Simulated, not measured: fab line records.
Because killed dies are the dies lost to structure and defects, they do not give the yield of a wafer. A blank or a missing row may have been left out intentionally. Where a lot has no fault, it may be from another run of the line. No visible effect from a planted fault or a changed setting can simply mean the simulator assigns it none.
A lot that was struck, set against a sound lot ; flow sfq_line ; 13 steps out of a route of 325
Sound: these wafers, L108.1, L108.3, L108.6. Struck: wafer L114.4 (left out: L114.1, L114.2 of the same lot, which were not struck); the cause appears at the end.
Each step with rows lists, per side, the tool, then ch with its chambers, then its first start. Under that, the readings that differ: sound wafers ; struck wafers ; difference of the means ; sigmas: that difference in standard deviations of wafers without a fault.
alike: words and numbers the same on both sides, and readings whose means are apart by under 2 such deviations; not compared: readings that were withheld, readings missing a value for some wafer, numbers with overlapping values and no deviation given by the record, and bounds like >300 which may hide the same value.
The two part at a step that has a row with sigmas, a row that says differs or no value, or rows on one side only. Non-overlapping numbers with no deviation appear without sigmas and do not part them. A reading that every wafer of one side lacks parts them only if that side has two wafers or more.

first, 1 step without rows for these wafers: SFQ_TRILAYER_M4_DEP_PRE_CLEAN_092 (time 22.5 s).
SFQ_TRILAYER_M4_DEP_SPUTTER_091: material Nb, target thk 200 nm, time 133.3 s.
  sound on pvd_sputter-06 at day 41 07:52; struck on pvd_sputter-04 at day 46 17:52
reading;sound;struck;difference;sigmas
throttle_valve_pct (%);32.0 31.5 30.4;28.2;-3.1;-3
SFQ_M4_RS_MEAS_924: measures by four-point-probe.
  sound on film_metro-03 at day 41 07:58; struck on film_metro-03 at day 46 17:58
  alike: M4_NB_RS
then, 6 steps without rows for these wafers: SFQ_TRILAYER_M4_LITHO_COAT_098 (resist thk 62 nm); SFQ_TRILAYER_M4_LITHO_COAT_093 (resist thk 600 nm); SFQ_TRILAYER_M4_LITHO_SOFTBAKE_097; SFQ_TRILAYER_M4_LITHO_EXPOSE_094 (exposes mask M4, target cd 500 nm); SFQ_TRILAYER_M4_LITHO_PEB_096 (peb time 60 s); SFQ_TRILAYER_M4_LITHO_DEVELOP_095 (time 60 s).
SFQ_M4_OVL_MEAS_926:
  sound on overlay-02 at day 46 07:05; struck on overlay-02 at day 47 01:52
  alike: M4_OVL
SFQ_TRILAYER_M4_BARC_OPEN_METAL_ETCH_123: etches BARC in O2, target depth 125 nm, time 41.7 s.
  sound on rie_metal-04 ch 0,1, day 46 07:07; struck on rie_metal-02 ch 1, day 47 01:53
  alike: bias_w, drypump_motor_current_A, oes_product_au
  not compared: rf_hours_counter_h
SFQ_TRILAYER_M4_ETCH_METAL_ETCH_096: etches Nb in Cl2/Ar, stops on SiO2, target depth 240 nm, time 120 s.
  sound on rie_metal-04 ch 0,1, day 46 07:10; struck on rie_metal-02 ch 1, day 47 01:57
reading;sound;struck;difference;sigmas
model.KrF_of_TRILAYER_M4_LITHO_COAT_093.thk_nm (nm);381.6 383 377.7;326.1;-54.7;
model.M4.feature_depth_nm (nm);200.9 199.3 201.7;209.8;+9.2;
model.SiO2_of_TRILAYER_I3_DEP_PECVD_081.thk_nm (nm);192.3 192.9 192.9;181.4;-11.3;
  alike: bias_w, drypump_motor_current_A, oes_product_au
  not compared: rf_hours_counter_h
SFQ_TRILAYER_M4_STRIP_STRIP_097: strips in O2.
  sound on rie_metal-04 ch 0,1, day 46 07:18; struck on rie_metal-02 ch 1, day 47 02:05
reading;sound;struck;difference;sigmas
platen_temp_c (C);39.93 40.06 40.22;40.31;+0.24;+2
  alike: drypump_motor_current_A, oes_product_au
  not compared: rf_hours_counter_h

WHERE THEY PART
At SFQ_TRILAYER_M4_DEP_SPUTTER_091 first; at SFQ_TRILAYER_M4_STRIP_STRIP_097 last (within this record only).

WHY: what the simulator had put in
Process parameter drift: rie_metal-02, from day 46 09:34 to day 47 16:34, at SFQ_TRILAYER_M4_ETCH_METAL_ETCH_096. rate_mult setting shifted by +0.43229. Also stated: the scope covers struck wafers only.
